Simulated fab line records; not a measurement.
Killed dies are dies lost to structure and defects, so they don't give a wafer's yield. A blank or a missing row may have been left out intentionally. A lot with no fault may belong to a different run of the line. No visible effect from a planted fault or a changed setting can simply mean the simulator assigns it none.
Struck lot and sound lot, side by side ; flow sky130 ; 16 out of 708 route steps
Sound: wafers L412.2, L412.4, L412.5. Struck: wafers L407.1, L407.2, L407.3. The cause is named last.
Order at every step that has rows: each side's tool, ch and its chambers, its first start. Under that, the readings that differ: sound wafers ; struck wafers ; difference of the means ; sigmas: that difference in standard deviations of wafers without a fault.
alike: readings whose means differ by less than 2 such deviations, and words and numbers that are the same on both sides. not compared: withheld readings, readings that some wafer has no value for, bounds like >300 that may hide the same value, and numbers for which the record gives no deviation and whose values overlap.
The two part at a step that has a row with sigmas, a row that says differs or no value, or rows on one side only. Non-overlapping numbers with no deviation appear without sigmas and do not part them. A reading missing from all wafers of one side parts the sides only when that side holds two or more wafers.

first, 5 steps without rows for these wafers: SKY_SONOS_TUNNEL_COAT_02 (resist thk 1140 nm); SKY_SONOS_TUNNEL_SOFTBAKE_03 (time 60 s); SKY_SONOS_TUNNEL_EXPOSE_04 (exposes mask TUNM, target cd 410 nm); SKY_SONOS_TUNNEL_PEB_05; SKY_SONOS_TUNNEL_DEVELOP_06 (develop time 60 s).
SKY_SONOS_TUNNEL_CD_MEAS_07 targets a cd of 410 nm.
  sound: cd sem-02 at day 16 06:05; struck: cd sem-01 at day 14 14:42
reading;sound;struck;difference;sigmas
cd nm (nm);410.8 411.7 409.6;407.2 404.8 406.9;-4.4;-2
SKY_SONOS_TUNNEL_OVL_MEAS_08:
  sound: overlay-02 at day 16 06:11; struck: overlay-01 at day 14 14:49
  alike: SONOS_TUNNEL_OVL
then, 3 steps without rows for these wafers: SKY_SONOS_TUNNEL_IMPLANT_09; SKY_SONOS_TUNNEL_WET_ETCH_10 (etches SiO2 in dHF, target depth 14 nm, time 280 s); SKY_SONOS_TUNNEL_STRIP_11 (strips in SPM, time 600 s).
SKY_SONOS_TUNNEL_TW_MEAS_12:
  sound: film metro-02 at day 16 06:40; struck: film metro-03 at day 14 15:16
reading;sound;struck;difference;sigmas
SONOS_TUNNEL_TW;199.3 199.3 198.9;197.8 196.9 195.8;-2.3;-2
then, 1 step without rows for these wafers: SKY_SONOS_TUNNEL_CLEAN_13 (cleans in dHF, time 20 s).
SKY_SONOS_ONO_OXIDATION_00: stabilise 600 s, purge 300 s, target thk 2.6 nm.
  sound on furnace-02 ch 0, day 16 07:10; struck on furnace-01 ch 0, day 14 17:23
reading;sound;struck;difference;sigmas
model.SiO2_of_SONOS_ONO_OXIDATION_00.thk nm (nm);2.614 2.584 2.567;2.08 2.113 2.144;-0.48;
  alike: spike tc bottom C
SKY_SONOS_ONO_THK_MEAS_01:
  sound: film metro-03 at day 16 08:32; struck: film metro-03 at day 14 18:43
reading;sound;struck;difference;sigmas
SONOS_ONO_OXIDATION_THK (nm);2.62 2.59 2.63;2.08 2.11 2.16;-0.50;-8
then, 1 step without rows for these wafers: SKY_SONOS_ONO_CVD_02 (deposits Si3N4 from DCS/NH3, target thk 10.5 nm, time 180 s).
-- a jump in the record: the struck wafers' starts before and after are 34 days apart (it breaks off in module SONOS_ONO and resumes in module PAD_OPEN, where the first step shown is number 708 of the route) --
SKY_PAD_OPEN_PROBE_99:
  sound: prober-02 at day 49 09:43; struck: prober-02 at day 49 06:37
reading;sound;struck;difference;sigmas
model.etest.cap ono.gate log10 a cm2;-7.99 -7.989 -8.007;-7.375 -7.673 -7.531;+0.469;
model.etest.cap ono.tox acc nm (nm);12.91 12.92 12.92;12.42 12.69 12.58;-0.35;
model.etest.sonos erased.vt v (V);-2.242 -2.301 -2.282;-2.525 -2.425 -2.47;-0.198;
model.etest.sonos baked.vt less v (V);-0.452 -0.5335 -0.5078;-0.6615 -0.6789 -0.5948;-0.1473;
  alike: killed_at_M0_to_M3, killed_at_M4_up, killed at contacts, killed at front end, killed at other, killed dies, killed open, killed short
  not compared: model.etest.sonos erased.drive ua um, model.etest.cap ono.gate bv v

## WHERE THEY PART
First at SKY_SONOS_TUNNEL_CD_MEAS_07; last, within this record, at SKY_SONOS_ONO_THK_MEAS_01. Later steps at which nothing parts them and some readings are alike: SKY_PAD_OPEN_PROBE_99.

WHY: what the simulator had put in
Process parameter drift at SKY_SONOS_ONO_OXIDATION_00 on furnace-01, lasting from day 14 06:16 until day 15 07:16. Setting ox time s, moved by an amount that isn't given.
